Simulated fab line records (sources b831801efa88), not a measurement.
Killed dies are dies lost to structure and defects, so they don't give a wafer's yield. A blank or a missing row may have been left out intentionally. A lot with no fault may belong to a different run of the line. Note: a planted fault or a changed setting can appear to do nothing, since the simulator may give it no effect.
Problem report in the 8D (eight disciplines) form, filled by code ; flow sky130 ; the parts of the form that need people (team, actions taken, sign-off) are left out

== 1. WHAT IS WRONG ==
Across 6 wafers from 2 lots, LDD_LDN_TW at SKY_LDD_LDN_TW_MEAS_13 averages 1356, while fault-free wafers read 1481 with a standard deviation of 7.8. Measured from the usual mean, that is -16 standard deviations.
First seen on wafer L992.1, day 27 11:14, on film-metro-01. Wafers with a number at this step in the record: 42, from 14 lots. The rule behind "out" and "out of limits": a value lying over 4 standard deviations away from the usual mean. The other wafers with a number count as sound.

== 2. WHAT IT IS, WHAT IT ISN'T ==
question;is;is not
which readings at this step;LDD_LDN_TW;-
which lots;L992, L993;L101, L102, L103, L980, L983, L985, L986, L988, L991, L995, L997, L998
which wafers of those lots;all that have a number;-
read on which gauges;film-metro-01, film-metro-04;film-metro-03
when;from day 27 11:14;"up to then (18 sound wafers); but 18 sound wafers of L101, L102, L103, L995, L997, L998 came after"

== 3. WHAT RULES OUT EACH SUSPECT ==
Counting: a tool at any process step up to the reading remains a suspect when it ran all the lots that are out and ran no sound lot after the first of those.
- the gauge at SKY_LDD_LDN_TW_MEAS_13: ruled out. The wafers that are out were read on 2 gauges (film-metro-01, film-metro-04).
- implanter-01 at SKY_LDD_LDN_IMPLANT_11: ruled out as a lasting fault. Following L992 (day 27 10:59), the first lot on it that is out, the sound lots L995, L102 were run on it.
Left after counting: nothing in the record.

== 4. THE CAUSE (what the simulator had put in) ==
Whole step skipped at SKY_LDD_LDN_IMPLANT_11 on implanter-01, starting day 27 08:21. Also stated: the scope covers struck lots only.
It was ruled out by counting, in error; the rule expects a fault to strike all lots run on its tool from its start on, and this fault did not.

== 5. THE CHAIN OF EFFECTS, in route order ==
One row per reading whose mean, taken over the struck wafers that have a number, lies over 3 standard deviations from the usual. Only readings whose record carries a usual standard deviation are examined. hours: median over the lots of the time between each lot's start at the first step of this table that gives one and its start at this step. sigmas: the change, counted in usual standard deviations.
hours;step;reading;usual;on struck wafers;change;sigmas
0;SKY_LDD_LDN_TW_MEAS_13;LDD_LDN_TW;1481;1356;-125;-16
Readings that are blank on the struck wafers while sound wafers have them: beam-energy-keV at SKY_LDD_LDN_IMPLANT_11; beam-on-s at SKY_LDD_LDN_IMPLANT_11.

== 6. WHAT WOULD HAVE CAUGHT IT SOONER ==
In this record the first reading out of limits at a measuring or inspecting step was taken at day 27 11:14, 3 hours after the fault began at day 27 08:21.
At SKY_LDD_LDN_IMPLANT_11 the tool's readings are blank on the struck wafers, where sound wafers have them: an empty tool record is the first sign, and it was there at once.
